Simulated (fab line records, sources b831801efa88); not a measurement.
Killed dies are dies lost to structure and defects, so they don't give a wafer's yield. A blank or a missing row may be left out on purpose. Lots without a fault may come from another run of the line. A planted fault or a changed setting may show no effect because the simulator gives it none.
A struck lot beside a sound one | flow gf180mcu | 44 steps out of a route of 602
Sound: wafers L269.1, L269.3, L269.5. Struck: wafers L280.1, L280.2, L280.3. The cause comes at the end.
At each step with rows: each side's tool, then ch and its chambers, then its first start. Under that, the readings that differ: sound wafers | struck wafers | difference of the means | sigmas: that difference in standard deviations of wafers without a fault.
alike: readings whose means differ by less than 2 such deviations, and words and numbers that are the same on both sides. not compared: withheld readings, readings that some wafer has no value for, bounds like >300 that may hide the same value, and numbers for which the record gives no deviation and whose values overlap.
The two part at a step that has a row with sigmas, a row that says differs or no value, or rows on one side only. Numbers that don't overlap but have no deviation are shown without sigmas and don't part them. A reading that every wafer of one side lacks parts them only if that side has two wafers or more.

first, 1 step without rows for these wafers: GF_V4_CLEAN_20 (cleans in DIW).
GF_V4_SPUTTER_21: material Ti, target thk 15 nm, time 80.02 s.
  sound on pvd_sputter-03, day 24 12:33; struck on pvd_sputter-01, day 28 23:05
  alike: throttle_valve_pct
then, 2 steps without rows for these wafers: GF_V4_SPUTTER_22 (material TiN, target thk 10 nm, time 40 s); GF_V4_CVD_23 (deposits W, target thk 350 nm, time 104.9 s).
GF_V4_RS_MEAS_24: measures by four-point-probe.
  sound on film_metro-04, day 24 12:47; struck on film_metro-03, day 28 23:18
  alike: V4_W_RS
GF_V4_THK_MEAS_25: measures by xrf.
  sound on film_metro-04, day 24 12:54; struck on film_metro-03, day 28 23:25
  alike: V4_W_THK
then, 2 steps without rows for these wafers: GF_V4_CMP_26 (polishes, stops on SiO2, t overpolish 15 s, target thk 0 nm); GF_MIM_SPUTTER_00 (material Ti, target thk 37.5 nm, time 150 s).
GF_MIM_SPUTTER_01: material TiN, target thk 30 nm, time 25 s.
  sound on pvd_sputter-01, day 24 13:22; struck on pvd_sputter-01, day 28 23:53
  alike: throttle_valve_pct
then, 3 steps without rows for these wafers: GF_MIM_SPUTTER_02 (material AlCu, target thk 450 nm, time 23.9 s); GF_MIM_SPUTTER_03 (material Ti, target thk 10 nm, time 6.7 s); GF_MIM_SPUTTER_04 (material TiN, target thk 50 nm, time 41.7 s).
GF_MIM_CVD_05: deposits Si3N4, target thk 42 nm, time 29.086 s.
  sound on pecvd-04 ch 1,2, day 24 13:29; struck on pecvd-01 ch 0,1,2, day 29 00:00
  reading                               | sound            | struck         | difference | sigmas
  model.Si3N4_of_MIM_CVD_05.thk_nm (nm) | 41.41 41.65 41.3 | 56.63 56 55.65 | +14.64     |
  alike: heater_power_outer_w, heater_power_w, susceptor_temp_C
  not compared: since_wet_clean_h
GF_MIM_THK_MEAS_06:
  sound on film_metro-04, day 24 13:32; struck on film_metro-02, day 29 00:02
  reading             | sound          | struck         | difference | sigmas
  MIM_CVD_05_THK (nm) | 41.4 41.6 41.3 | 56.6 56.0 55.7 | +14.7      | +23
then, 1 step without rows for these wafers: GF_MIM_SPUTTER_07 (material TiN, target thk 60 nm, time 50 s).
GF_MIM_SPUTTER_08: material AlCu, target thk 200 nm, time 10.6 s.
  sound on pvd_sputter-02, day 24 13:38; struck on pvd_sputter-04, day 29 00:08
  alike: throttle_valve_pct
then, 1 step without rows for these wafers: GF_MIM_SPUTTER_09 (material TiN, target thk 35 nm, time 29.2 s).
GF_MIM_RS_MEAS_10: measures by four-point-probe.
  sound on film_metro-02, day 24 13:41; struck on film_metro-01, day 29 00:11
  alike: MIM_ALCU_RS
GF_MIM_THK_MEAS_11: measures by xrf.
  sound on film_metro-02, day 24 13:49; struck on film_metro-01, day 29 00:19
  reading           | sound             | struck            | difference | sigmas
  MIM_ALCU_THK (nm) | 199.8 198.1 198.0 | 201.6 203.4 202.6 | +3.9       | +2
then, 7 steps without rows for these wafers: GF_MIM_DEHYDRATE_12 (time 60 s); GF_MIM_HMDS_13 (prime time 60 s); GF_MIM_COAT_14 (resist thk 1000 nm); GF_MIM_SOFTBAKE_15 (time 60 s); GF_MIM_EXPOSE_16 (exposes mask FuseTop, target cd 2000 nm); GF_MIM_PEB_17; GF_MIM_DEVELOP_18 (develop time 60 s).
GF_MIM_METAL_ETCH_19: etches the open film in Cl2/BCl3, stops on Si3N4, target depth 324.5 nm, time 54.1 s.
  sound on rie_metal-03 ch 0,1, day 25 11:35; struck on rie_metal-04 ch 0,1, day 29 19:12
  alike: drypump_motor_current_A, oes_product_au, throttle_valve_pct
  not compared: rf_hours_counter_h
then, 10 steps without rows for these wafers: GF_MIM_STRIP_20 (strips in O2/N2); GF_MIM_STRIP_21 (strips in post etch residue remover, time 1200 s); GF_MIM_CLEAN_22 (cleans in DIW); GF_M5_DEHYDRATE_00 (time 60 s); GF_M5_HMDS_01 (prime time 60 s); GF_M5_COAT_02 (resist thk 1000 nm); GF_M5_SOFTBAKE_03 (time 60 s); GF_M5_EXPOSE_04 (exposes mask Metal5, target cd 280 nm); GF_M5_PEB_05 (peb time 90 s); GF_M5_DEVELOP_06 (develop time 60 s).
GF_M5_CD_MEAS_07: target cd 280 nm.
  sound on cd_sem-02, day 26 08:36; struck on cd_sem-02, day 30 14:24
  alike: cd_nm
GF_M5_OVL_MEAS_08:
  sound on overlay-02, day 26 08:43; struck on overlay-02, day 30 14:31
  alike: M5_OVL
then, 2 steps without rows for these wafers: GF_M5_ETCH_09 (etches Si3N4 in CF4/O2, target depth 52 nm, time 11.6 s); GF_M5_METAL_ETCH_10 (etches the open film in Cl2/BCl3, stops on SiO2, target depth 627.5 nm, time 104.6 s).
GF_M5_STRIP_11: strips in O2/N2.
  sound on plasma_asher-03 ch 0,1, day 26 08:53; struck on plasma_asher-04 ch 0,1, day 30 14:41
  alike: drypump_motor_current_A, heater_power_w, oes_product_au, strip_time_to_endpoint_s
  not compared: rf_hours_counter_h
GF_M5_STRIP_12: strips in post etch residue remover, time 1200 s.
  sound on wet_bench-04 ch 3, day 26 08:59; struck on wet_bench-03 ch 0, day 30 14:47
  reading                               | sound            | struck            | difference | sigmas
  model.Si3N4_of_MIM_CVD_05.thk_nm (nm) | 40.7 40.93 40.59 | 55.91 55.28 54.93 | +14.63     |
-- the record jumps here: 2 days lie between the struck wafers' starts before and after (it left off in module M5 and takes up again in module PASSIVATION, whose first step shown is number 602 of the route) --
GF_PASSIVATION_PROBE_99:
  sound on prober-01, day 29 02:16; struck on prober-02, day 32 23:37
  no value came back on the struck wafers for model.etest.tester.sort_n_pass, model.etest.tester.sort_yield_pct (%), model.etest.tester.sort_bin_5_pct (%); on the sound wafers model.etest.tester.sort_n_pass reads 454 459 437
  reading                              | sound                         | struck                      | difference | sigmas
  model.etest.ldpmos_10p0.r_on_ohm_um  | 1.109e+04 1.117e+04 1.102e+04 | 1.034e+04 1.06e+04 1.04e+04 | -6.467e+02 |
  model.etest.ldpmos_10p0.drive_ua_um  | 261.2 258.3 263.1             | 287.6 281.2 283.2           | +23.1      |
  model.etest.cap_mim.bv_v (V)         | 24.51 23.97 25.61             | 34.44 33 33.51              | +8.95      |
  model.etest.cap_mim.leak_log10_a_cm2 | -8.952 -8.976 -9.026          | -10.23 -10.04 -10.27        | -1.20      |
  model.etest.cap_mim.c_ff_um2         | 1.497 1.485 1.494             | 1.094 1.106 1.113           | -0.388     |

WHERE THEY PART
First at GF_MIM_THK_MEAS_06; last, within this record, at GF_PASSIVATION_PROBE_99.

WHY: what the simulator had put in
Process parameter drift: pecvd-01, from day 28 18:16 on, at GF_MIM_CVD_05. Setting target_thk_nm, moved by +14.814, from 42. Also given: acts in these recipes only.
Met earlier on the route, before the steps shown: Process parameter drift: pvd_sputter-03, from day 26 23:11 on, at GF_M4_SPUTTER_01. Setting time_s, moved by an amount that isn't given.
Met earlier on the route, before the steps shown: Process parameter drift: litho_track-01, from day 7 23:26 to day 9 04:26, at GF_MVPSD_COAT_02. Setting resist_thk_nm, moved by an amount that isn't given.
